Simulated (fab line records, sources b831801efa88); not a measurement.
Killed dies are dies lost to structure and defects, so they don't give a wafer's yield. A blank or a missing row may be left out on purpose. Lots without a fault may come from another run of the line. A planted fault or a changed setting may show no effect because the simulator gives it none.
Chamber matching | flow sky130 | SKY_LI_CONTACT_CMP_02 on cmp-01: 4 sister chambers
The step polishes PSG. 4 wafers are shown with their chamber, then 10 later ones without.

WAFERS WITH THEIR CHAMBER
wafer  | chamber | motor_current_A (A)
L324.3 | 1       | 10.2
L338.6 | 0       | 10.7
L339.1 | 3       | 10.7
L339.3 | 2       | 11.9

WAFERS WITHOUT THEIR CHAMBER
wafer  | motor_current_A (A)
L339.4 | 10.7
L340.1 | 10.7
L340.3 | 10.9
L340.5 | 10.1
L341.2 | 12.3
L341.3 | 10.9
L341.6 | 11.4
L342.4 | 11.9
L342.5 | 10.6
L342.6 | 10.7

WHICH CHAMBER EACH WENT THROUGH
wafer  | from the rows above          | in truth
L339.4 | can't be placed: 0 or 3      | 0
L340.1 | can't be placed: 0 or 3      | 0
L340.3 | can't be placed: 0 or 3      | 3
L340.5 | 1                            | 1
L341.2 | 2                            | 2
L341.3 | can't be placed: 0 or 3      | 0
L341.6 | can't be placed: 2 or 0 or 3 | 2
L342.4 | 2                            | 2
L342.5 | can't be placed: 0 or 3 or 1 | 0
L342.6 | can't be placed: 0 or 3      | 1
Placed correctly: 3 of 10. Can't be placed from these rows: 7 (the true chamber is among the candidates in 6). Placed wrongly: 0.
How it was worked out, from the rows above alone: a wafer's distance from a chamber is the root of the sum, over the readings, of the square of ((its reading less the chamber's mean) divided by the reading's scatter). The wafer belongs to the nearest chamber; if the next one is less than 2 further off, it can't be placed. A chamber's mean is the mean of its shown wafers. The scatter: with one shown wafer a chamber, the root of the mean of the squares of how far each hidden wafer lies from its nearest shown one.
